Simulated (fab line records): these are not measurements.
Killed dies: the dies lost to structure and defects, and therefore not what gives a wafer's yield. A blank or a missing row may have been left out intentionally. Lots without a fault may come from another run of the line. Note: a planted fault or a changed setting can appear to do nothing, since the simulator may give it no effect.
Which of the tools did it?    flow gf180mcu    Sampling: 12 lots, 36 wafers, 3 of 602 route steps

## WHAT THE GAUGES READ, wafer by wafer
GF_V2_OVL_MEAS_15.
lot   measured      on          V2_OVL (nm)
L981  day 20 06:22  overlay-01  0 -1 6
L982  day 21 04:46  overlay-02  -3 -2 5
L983  day 21 12:24  overlay-01  3 1 1
L984  day 21 20:39  overlay-01  -5 -5 -2
L988  day 23 07:16  overlay-02  -6 4 -2
L990  day 23 23:27  overlay-01  8 6 15
L992  day 24 14:38  overlay-02  0 2 2
L998  day 26 11:22  overlay-01  3 4 11
L999  day 26 17:17  overlay-01  11 8 3
L101  day 27 08:15  overlay-02  -6 -3 -1
L102  day 27 19:09  overlay-01  0 4 5
L103  day 27 22:33  overlay-02  -6 -5 -6

GF_V3_THK_MEAS_03.
lot   measured      on             V3_CVD_02_THK (nm)
L981  day 21 09:07  film metro-04  833 836 851
L982  day 22 07:25  film metro-04  863 862 871
L983  day 22 14:38  film metro-02  853 869 858
L984  day 22 22:50  film metro-01  835 855 850
L988  day 24 09:08  film metro-02  856 838 860
L990  day 25 00:25  film metro-04  299 299 315
L992  day 25 15:00  film metro-02  286 309 290
L998  day 27 10:40  film metro-04  837 853 855
L999  day 27 16:04  film metro-02  841 852 857
L101  day 28 07:17  film metro-02  834 859 834
L102  day 28 17:05  film metro-02  845 840 856
L103  day 28 20:17  film metro-01  820 861 861

## WHAT TOOL EACH LOT RAN ON (gives the tool, then ch and the chambers of the sampled wafers, and finally the start)
lot   GF_V3_CVD_02
L981  pecvd-02 ch 0,2, day 21 09:01
L982  pecvd-02 ch 0,1, day 22 07:20
L983  pecvd-03 ch 0,1, day 22 14:34
L984  pecvd-03 ch 0,2, day 22 22:45
L988  pecvd-02 ch 0,2, day 24 09:03
L990  pecvd-03 ch 0,2, day 25 00:20
L992  pecvd-03 ch 1,2, day 25 14:56
L998  pecvd-02 ch 0,2, day 27 10:36
L999  pecvd-02 ch 0,1,2, day 27 15:59
L101  pecvd-04 ch 0,1,2, day 28 07:13
L102  pecvd-02 ch 0,2, day 28 17:01
L103  pecvd-04 ch 0,1,2, day 28 20:12
- GF_V3_CVD_02: deposits SiO2 from TEOS, target thk 850 nm, time 94.851 s.

## AS READ BY THE TOOLS THEMSELVES (means over the sampled wafers that have a number; for cases with no such wafer, the mark the record gives instead)
GF_V3_CVD_02.
lot   tool      heater power w (W)  run length s (s)
L981  pecvd-02  677                 122.5
L982  pecvd-02  709                 123.8
L983  pecvd-03  762                 122.0
L984  pecvd-03  702                 122.1
L988  pecvd-02  691                 122.9
L990  pecvd-03  700                 60.7
L992  pecvd-03  761                 61.0
L998  pecvd-02  659                 122.6
L999  pecvd-02  708                 123.1
L101  pecvd-04  651                 122.4
L102  pecvd-02  717                 122.8
L103  pecvd-04  651                 122.6

## THE ANSWER, worked out from the rows above alone
Rule: usual is defined by the lots themselves. Put in order of their means at a reading, lots are off if they are a third of the lots or fewer, leave a main group of 4 or more, and stand apart from it by a gap of 3 or more times the standard deviation of the main group's means; of several such gaps the widest counts. A main group is skipped when, at the precision printed for the reading in the tables above, its means are all equal. A lot without any number at a reading at which 4 lots or more have one is off too. The other lots that the step has rows for count as sound. After the gauges, taken in route order, come the tools' own readings; for these a lot's mean is taken, as printed above. At the first step where some lot is off, the reading lying furthest off is the one used; lots without a number count as furthest.
Off: at GF_V3_THK_MEAS_03 (V3_CVD_02_THK), L990, L992. Mean 850 nm and standard deviation 7.2 in the main group.
If a tool, at a process step before that reading, ran all the lots that are off and no sound lot after the first of them, it fits. The gauges at GF_V3_THK_MEAS_03 aren't tried: what is off there is off at GF_V3_CVD_02 too, on other tools, and a gauge's error can't cause that. One candidate fits, namely pecvd-03 at GF_V3_CVD_02. Its last sound lot is L984 (day 22 22:45), its first lot that is off L990 (day 25 00:20): a fault that began between those two fits.
On the lots that are off, the tool's own readings at GF_V3_CVD_02 differ by more than 5 times the standard deviation of the sound lots' means, which bears it out; run length s reads 60.9 s there versus 122.7 s on the sound lots.

## WHAT HAD BEEN PUT IN BY THE SIMULATOR
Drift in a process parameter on pecvd-03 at GF_V3_CVD_02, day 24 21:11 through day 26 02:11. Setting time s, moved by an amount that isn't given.
Struck lots among those shown: L990, L992. This agrees with what the rule above found.
